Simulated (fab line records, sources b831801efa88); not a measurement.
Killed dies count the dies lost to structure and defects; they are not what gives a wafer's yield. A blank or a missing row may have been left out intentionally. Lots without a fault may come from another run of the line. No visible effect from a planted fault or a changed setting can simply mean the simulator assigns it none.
The tool behind it: which one? | flow sky130 | 30 wafers from 10 lots sampled at 4 of the route's 708 steps

## WHAT THE GAUGES SHOWED, per wafer
SKY_METAL5_RS_MEAS_05: measures by four-point-probe.
lot  | measured     | on            | METAL5_ALCU_RS (ohm/sq)
L479 | day 42 19:03 | film-metro-03 | 0.0267 0.02694 0.02665
L480 | day 42 19:28 | film-metro-01 | 0.02676 0.02652 0.02687
L481 | day 43 12:56 | film-metro-01 | 0.02646 0.02702 0.02657
L488 | day 45 18:16 | film-metro-01 | 0.02743 0.01709 0.01716
L493 | day 46 19:33 | film-metro-03 | 0.02711 0.02694 0.02676
L494 | day 47 01:38 | film-metro-01 | 0.0275 0.02717 0.02729
L495 | day 47 06:16 | film-metro-02 | 0.02686 0.02658 0.02655
L500 | day 48 00:31 | film-metro-03 | 0.02765 0.02724 0.02731
L501 | day 48 10:14 | film-metro-03 | 0.0266 0.02684 0.02714
L502 | day 48 21:49 | film-metro-01 | 0.02683 0.02682 0.02679

## TOOL THAT RAN EACH LOT (tool first, then ch and the chambers of the sampled wafers, then the start)
lot  | SKY_VIA4_CMP_02               | SKY_VIA4_SPUTTER_17          | SKY_METAL5_SPUTTER_02
L479 | cmp-01 ch 0,1,3, day 41 18:30 | pvd-sputter-04, day 42 18:10 | pvd-sputter-04, day 42 18:55
L480 | cmp-02 ch 0,3, day 41 19:01   | pvd-sputter-03, day 42 18:33 | pvd-sputter-01, day 42 19:17
L481 | cmp-01 ch 0,1, day 42 12:40   | pvd-sputter-04, day 43 12:02 | pvd-sputter-04, day 43 12:47
L488 | cmp-01 ch 1,2,3, day 44 19:26 | pvd-sputter-02, day 45 17:23 | pvd-sputter-02, day 45 18:08
L493 | cmp-01 ch 0,1,2, day 45 20:50 | pvd-sputter-03, day 46 18:24 | pvd-sputter-01, day 46 19:23
L494 | cmp-01 ch 0,2,3, day 46 02:31 | pvd-sputter-04, day 47 00:17 | pvd-sputter-01, day 47 01:31
L495 | cmp-01 ch 1,2, day 46 08:55   | pvd-sputter-04, day 47 05:23 | pvd-sputter-04, day 47 06:07
L500 | cmp-02 ch 0,2,3, day 47 02:58 | pvd-sputter-03, day 47 23:28 | pvd-sputter-01, day 48 00:23
L501 | cmp-02 ch 1,2, day 47 13:33   | pvd-sputter-03, day 48 09:22 | pvd-sputter-04, day 48 10:07
L502 | cmp-02 ch 0,1,3, day 48 00:56 | pvd-sputter-02, day 48 20:56 | pvd-sputter-01, day 48 21:41
- SKY_VIA4_CMP_02: polishes SiO2.
- SKY_VIA4_SPUTTER_17: material TiN, target thk 20 nm, time 80 s.
- SKY_METAL5_SPUTTER_02: material AlCu, target thk 1150 nm, time 61.2 s.

## THE ANSWER, worked out from the rows above alone
Rule: the usual values come from the lots themselves. The widest of any qualifying gaps counts: lots, ordered by their means at a reading, are off when they make up no more than a third of the lots, leave a main group of 4 or more, and stand apart from it by 3 or more times the standard deviation of that group's means. If all means in a main group match to the digits the tables above print for the reading, that group is not used. A lot without any number at a reading at which 4 lots or more have one is off too. Any other lot the step has rows for is counted as sound.
Off: L488, at SKY_METAL5_RS_MEAS_05 (METAL5_ALCU_RS). Mean 0.02691 ohm/sq and standard deviation 0.00026 in the main group.
A tool fits if, at a process step before that reading, it ran every lot that is off, and no sound lot after the first of them. The gauges at SKY_METAL5_RS_MEAS_05 are tried like those tools. One fits: SKY_METAL5_SPUTTER_02 on pvd-sputter-02. It ran no sound lot before its first lot that is off in this sample, so the start can't be narrowed down.

## WHAT THE SIMULATOR HAD INSERTED
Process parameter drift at SKY_METAL5_SPUTTER_02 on pvd-sputter-02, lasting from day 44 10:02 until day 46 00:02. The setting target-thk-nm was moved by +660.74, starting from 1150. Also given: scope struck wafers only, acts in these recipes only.
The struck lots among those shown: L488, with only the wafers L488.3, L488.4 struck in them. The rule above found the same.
